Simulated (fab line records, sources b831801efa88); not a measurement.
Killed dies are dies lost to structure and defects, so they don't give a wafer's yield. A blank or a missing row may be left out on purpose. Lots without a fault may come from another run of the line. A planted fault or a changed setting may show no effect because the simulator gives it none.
A struck lot beside a sound one | flow sky130 | 17 steps out of a route of 708
Sound: wafers L884.1, L884.3, L884.5. Struck: wafer L893.3. (L893.2 of the same lot was not struck and is left out.) The cause comes at the end.
At each step with rows: each side's tool, then ch and its chambers, then its first start. Under that, the readings that differ: sound wafers | struck wafers | difference of the means | sigmas: that difference in standard deviations of wafers without a fault.
alike: readings whose means differ by less than 2 such deviations, and words and numbers that are the same on both sides. not compared: withheld readings, readings that some wafer has no value for, bounds like >300 that may hide the same value, and numbers for which the record gives no deviation and whose values overlap.
The two part at a step that has a row with sigmas, a row that says differs or no value, or rows on one side only. Numbers that don't overlap but have no deviation are shown without sigmas and don't part them. A reading that every wafer of one side lacks parts them only if that side has two wafers or more.

first, 1 step without rows for these wafers: SKY_NWELL_IMPLANT_24.
SKY_NWELL_STRIP_25: strips in O2/N2.
  sound on plasma_asher-01 ch 0,1, day 5 08:26; struck on plasma_asher-01 ch 0, day 7 17:29
  alike: drypump_motor_current_A, oes_product_au, strip_time_to_endpoint_s
  not compared: rf_hours_counter_h
SKY_NWELL_TW_MEAS_26:
  sound on film_metro-01, day 5 08:32; struck on film_metro-04, day 7 17:36
  reading    | sound       | struck | difference | sigmas
  NWELL_2_TW | 505 504 501 | 496    | -7         | -2
then, 1 step without rows for these wafers: SKY_NWELL_CLEAN_27 (cleans in SC1/SC2, time 150 s).
SKY_NWELL_RTA_28: time 30 s.
  sound on rtp_anneal-01 ch 0, day 5 08:38; struck on rtp_anneal-01 ch 0, day 7 17:43
  alike: lamp_power_pct, wafer_temp_C_max
SKY_NWELL_RS_MEAS_29: measures by four-point-probe.
  sound on film_metro-04, day 5 08:44; struck on film_metro-01, day 7 17:49
  alike: NWELL_RS
SKY_NWELL_RS_MEAS_31: measures by four-point-probe.
  sound on film_metro-04, day 5 08:59; struck on film_metro-01, day 7 18:04
  alike: PWDE_RS
then, 4 steps without rows for these wafers: SKY_VT_ADJUST_HVTP_DEHYDRATE_00 (time 60 s); SKY_VT_ADJUST_HVTP_HMDS_01 (prime time 60 s); SKY_VT_ADJUST_HVTP_COAT_02 (resist thk 1140 nm); SKY_VT_ADJUST_HVTP_SOFTBAKE_03 (time 60 s).
SKY_VT_ADJUST_HVTP_EXPOSE_04: exposes mask HVTPM, target cd 380 nm.
  sound on iline_stepper-01 ch 0, day 5 18:36; struck on iline_stepper-01 ch 0, day 8 04:22
  reading              | sound                | struck | difference | sigmas
  exposure_dose_mJ_cm2 | 139.93 139.62 139.77 | 140.09 | +0.32      | +2
  focus_offset_nm (nm) | 0.0 -0.5 0.2         | 0.9    | +1.0       | +2
  reticle_temp_C (C)   | 22.92 22.87 22.85    | 23.12  | +0.24      | +3
  alike: mask
then, 2 steps without rows for these wafers: SKY_VT_ADJUST_HVTP_PEB_05; SKY_VT_ADJUST_HVTP_DEVELOP_06 (develop time 60 s).
SKY_VT_ADJUST_HVTP_CD_MEAS_07: target cd 380 nm.
  sound on cd_sem-01, day 6 03:46; struck on cd_sem-01, day 8 15:25
  reading    | sound             | struck | difference | sigmas
  cd_nm (nm) | 381.4 381.4 379.7 | 369.5  | -11.3      | -6
SKY_VT_ADJUST_HVTP_OVL_MEAS_08:
  sound on overlay-01, day 6 03:53; struck on overlay-02, day 8 15:31
  alike: VT_ADJUST_HVTP_OVL
then, 1 step without rows for these wafers: SKY_PAD_OPEN_PROBE_99.

WHERE THEY PART
First at SKY_NWELL_TW_MEAS_26; last, within this record, at SKY_VT_ADJUST_HVTP_CD_MEAS_07. Later steps at which nothing parts them and some readings are alike: SKY_VT_ADJUST_HVTP_OVL_MEAS_08.

WHY: what the simulator had put in
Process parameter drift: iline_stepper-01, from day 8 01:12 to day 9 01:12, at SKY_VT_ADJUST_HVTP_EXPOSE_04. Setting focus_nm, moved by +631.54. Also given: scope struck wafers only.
